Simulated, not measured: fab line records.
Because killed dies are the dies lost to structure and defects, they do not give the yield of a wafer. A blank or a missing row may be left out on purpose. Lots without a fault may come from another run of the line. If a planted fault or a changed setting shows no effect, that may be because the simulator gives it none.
Problem report, 8D (eight disciplines) form, completed by code | flow gf180mcu | the parts of the form that need people (team, actions taken, sign-off) are left out

== 1. THE ISSUE ==
Wafers without a fault read 34.70 s, standard deviation 0.26; stripTimeToEndpointS at GF_PASSIVATION_STRIP_12 reads a mean of 38.69 s on 6 wafers belonging to 2 lots. That puts it +15 standard deviations away from the usual mean.
The step: strips in O2/N2.
Seen first at day 32 15:23 on plasmaAsher-01, wafer L729.4. The record holds 36 wafers of 12 lots with a number at this step. The rule behind "out" and "out of limits": a value lying over 4 standard deviations away from the usual mean. Any other wafer with a number is counted as sound.

== 2. WHAT THIS IS AND IS NOT ==
question                    | is                             | is not
which readings at this step | stripTimeToEndpointS           | drypumpMotorCurrentA, heaterPowerW
which lots                  | L729, L731                     | L717, L718, L719, L720, L722, L723, L732, L733, L735, L737
which wafers of those lots  | all that have a number         | -
read on which tools         | plasmaAsher-01, plasmaAsher-04 | plasmaAsher-03
when                        | from day 32 15:23              | up to then (18 sound wafers); but 12 sound wafers of L732, L733, L735, L737 came after

== 3. WHAT RULES OUT EACH SUSPECT ==
Counting: a tool stays on the suspect list if, at a process step up to the reading, it processed all lots that are out and no sound lot following the first of them.
- lithoTrack-03 at GF_PASSIVATION_COAT_06 (resist thk 4000 nm): kept. It ran every lot that is out, first L729 (day 32 07:06), and no sound lot after that; its last sound lot up to then is L723 (day 30 20:23).
Remaining after the count: lithoTrack-03 at GF_PASSIVATION_COAT_06.

== 4. THE CAUSE (what the simulator had put in) ==
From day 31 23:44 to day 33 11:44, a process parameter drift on lithoTrack-03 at GF_PASSIVATION_COAT_06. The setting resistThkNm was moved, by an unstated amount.
Only this tool survived the counting.

== 5. THE EFFECT CHAIN, in route order ==
Rows list readings where the struck wafers' mean (over those with a number) sits beyond 3 standard deviations from the usual. Only readings whose record carries a usual standard deviation are examined. hours: median over the lots of the time between each lot's start at the first step of this table that gives one and its start at this step. sigmas: the change, counted in usual standard deviations.
hours | step                    | reading              | usual   | on struck wafers | change | sigmas
0     | GF_PASSIVATION_STRIP_12 | stripTimeToEndpointS | 34.70 s | 38.69            | +3.99  | +15
Process steps it contains:
- GF_PASSIVATION_STRIP_12: strips in O2/N2.

== 6. HOW IT WOULD HAVE BEEN CAUGHT EARLIER ==
The fault began at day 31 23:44; the first out-of-limits reading in this record came at day 32 15:23, 16 hours later.
Tool readings at GF_PASSIVATION_COAT_06 with a usual standard deviation given in the record: none out on any struck wafer, hence no alarm at a limit of 4 standard deviations on them.
Of the lots that are out (2), L731 began GF_PASSIVATION_COAT_06 on lithoTrack-03 after day 32 15:23. Had the tool been put on hold then, it would have been spared.
